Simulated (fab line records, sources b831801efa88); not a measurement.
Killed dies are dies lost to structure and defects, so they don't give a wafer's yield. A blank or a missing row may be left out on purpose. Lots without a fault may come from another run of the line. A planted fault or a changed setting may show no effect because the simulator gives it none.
Chamber matching | flow sky130 | SKY_POLY_GATE_ETCH_15 on rie_diel-04: 4 sister chambers
The step etches BARC in N2/H2, stops on SiO2, time 118.5 s, target depth 110 nm. 8 wafers are shown with their chamber, then 8 later ones without.

WAFERS WITH THEIR CHAMBER
wafer  | chamber | drypump_motor_current_A (A) | oes_product_au (a.u.)
L579.5 | 2       | 5.8                         | 0.715
L581.2 | 3       | 6.4                         | 0.715
L584.1 | 2       | 5.8                         | 0.722
L584.3 | 0       | 6.0                         | 0.719
L585.1 | 0       | 6.0                         | 0.724
L585.4 | 1       | 5.5                         | 0.712
L585.6 | 3       | 6.5                         | 0.723
L586.1 | 1       | 5.5                         | 0.721

WAFERS WITHOUT THEIR CHAMBER
wafer  | drypump_motor_current_A (A) | oes_product_au (a.u.)
L586.3 | 5.8                         | 0.721
L586.5 | 6.0                         | 0.714
L595.2 | 6.0                         | 0.710
L595.3 | 6.5                         | 0.714
L595.6 | 5.5                         | 0.721
L597.1 | 6.5                         | 0.715
L597.4 | 6.0                         | 0.709
L597.6 | 6.0                         | 0.708

WHICH CHAMBER EACH WENT THROUGH
wafer  | from the rows above | in truth
L586.3 | 2                   | 2
L586.5 | 0                   | 0
L595.2 | 0                   | 0
L595.3 | 3                   | 3
L595.6 | 1                   | 1
L597.1 | 3                   | 3
L597.4 | 0                   | 0
L597.6 | 0                   | 0
Placed correctly: 8 of 8. Can't be placed from these rows: 0. Placed wrongly: 0.
How it was worked out, from the rows above alone: a wafer's distance from a chamber is the root of the sum, over the readings, of the square of ((its reading less the chamber's mean) divided by the reading's scatter). The wafer belongs to the nearest chamber; if the next one is less than 2 further off, it can't be placed. A chamber's mean is the mean of its shown wafers. The scatter: the root of (the sum of the squares of (reading less its chamber's mean) over the shown wafers, divided by (wafers less chambers)).
